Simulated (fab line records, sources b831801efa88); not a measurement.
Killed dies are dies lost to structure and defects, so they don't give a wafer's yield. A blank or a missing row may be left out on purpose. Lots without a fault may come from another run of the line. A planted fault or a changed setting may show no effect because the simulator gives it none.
Chamber matching | flow gf180mcu | GF_POLY_GATE_ETCH_13 on rie_si-01: 4 sister chambers
The step etches poly-Si in HBr/Cl2, stops on SiO2, target depth 198.5 nm, time 69.6 s. 30 wafers are shown with their chamber, then 12 later ones without.

WAFERS WITH THEIR CHAMBER
wafer  | chamber | drypump_motor_current_A (A) | throttle_valve_pct (%) | oes_product_au (a.u.)
L074.1 | 1       | 5.7                         | 33.698                 | 0.987
L074.3 | 3       | 5.4                         | 33.697                 | 0.983
L074.4 | 3       | 5.4                         | 33.671                 | 0.997
L075.1 | 3       | 5.4                         | 33.691                 | 0.987
L075.3 | 1       | 5.7                         | 33.678                 | 0.995
L075.4 | 0       | 5.5                         | 33.690                 | 0.982
L076.1 | 0       | 5.5                         | 33.672                 | 0.991
L076.3 | 3       | 5.4                         | 33.679                 | 0.993
L076.6 | 2       | 6.3                         | 33.673                 | 0.991
L078.1 | 3       | 5.4                         | 33.692                 | 0.986
L078.4 | 3       | 5.4                         | 33.699                 | 0.981
L078.6 | 2       | 6.3                         | 33.676                 | 0.988
L079.2 | 0       | 5.5                         | 33.671                 | 0.983
L079.5 | 2       | 6.3                         | 33.677                 | 0.998
L079.6 | 1       | 5.7                         | 33.676                 | 0.984
L080.3 | 1       | 5.7                         | 33.678                 | 0.995
L080.5 | 2       | 6.3                         | 33.702                 | 0.995
L080.6 | 0       | 5.4                         | 33.673                 | 0.983
L083.1 | 0       | 5.5                         | 33.677                 | 0.982
L083.3 | 1       | 5.8                         | 33.689                 | 0.991
L083.6 | 1       | 5.7                         | 33.700                 | 0.985
L084.1 | 1       | 5.7                         | 33.696                 | 0.995
L084.5 | 0       | 5.5                         | 33.675                 | 0.986
L084.6 | 1       | 5.7                         | 33.684                 | 0.994
L086.1 | 2       | 6.3                         | 33.682                 | 0.976
L086.2 | 1       | 5.7                         | 33.682                 | 0.979
L086.6 | 3       | 5.4                         | 33.687                 | 0.975
L087.3 | 1       | 5.7                         | 33.687                 | 0.994
L087.4 | 2       | 6.4                         | 33.681                 | 0.981
L087.5 | 3       | 5.4                         | 33.694                 | 0.986

SIGNATURES (means of the wafers above)
reading                 | chamber 0 | chamber 1 | chamber 2 | chamber 3 | scatter within a chamber
drypump_motor_current_A | 5.483     | 5.710     | 6.317     | 5.400     | 0.0314
throttle_valve_pct      | 33.67633  | 33.68680  | 33.68183  | 33.68875  | 0.00901
oes_product_au          | 0.98450   | 0.98990   | 0.98817   | 0.98600   | 0.00632
Rule: a wafer's distance from a chamber is the root of the sum, over the readings, of the square of ((its reading less the chamber's mean) divided by the reading's scatter). The wafer belongs to the nearest chamber; if the next one is less than 2 further off, it can't be placed. The scatter: the root of (the sum of the squares of (reading less its chamber's mean) over the shown wafers, divided by (wafers less chambers)).

WAFERS WITHOUT THEIR CHAMBER
wafer  | drypump_motor_current_A (A) | throttle_valve_pct (%) | oes_product_au (a.u.)
L091.2 | 5.7                         | 33.691                 | 0.991
L091.5 | 5.7                         | 33.690                 | 0.991
L091.6 | 5.5                         | 33.686                 | 0.982
L093.4 | 5.7                         | 33.674                 | 0.990
L093.5 | 5.4                         | 33.694                 | 0.974
L093.6 | 6.3                         | 33.671                 | 0.995
L094.4 | 6.4                         | 33.691                 | 0.990
L094.5 | 5.4                         | 33.688                 | 0.968
L094.6 | 6.4                         | 33.690                 | 0.987
L096.1 | 5.4                         | 33.696                 | 0.977
L096.2 | 6.4                         | 33.691                 | 0.999
L096.3 | 5.7                         | 33.685                 | 0.998

WHICH CHAMBER EACH WENT THROUGH
wafer  | from the rows above     | in truth
L091.2 | 1                       | 1
L091.5 | 1                       | 1
L091.6 | can't be placed: 0 or 3 | 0
L093.4 | 1                       | 1
L093.5 | can't be placed: 3 or 0 | 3
L093.6 | 2                       | 2
L094.4 | 2                       | 2
L094.5 | can't be placed: 3 or 0 | 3
L094.6 | 2                       | 2
L096.1 | can't be placed: 3 or 0 | 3
L096.2 | 2                       | 2
L096.3 | 1                       | 1
Placed correctly: 8 of 12. Can't be placed from these rows: 4 (the true chamber is among the candidates in 4). Placed wrongly: 0.
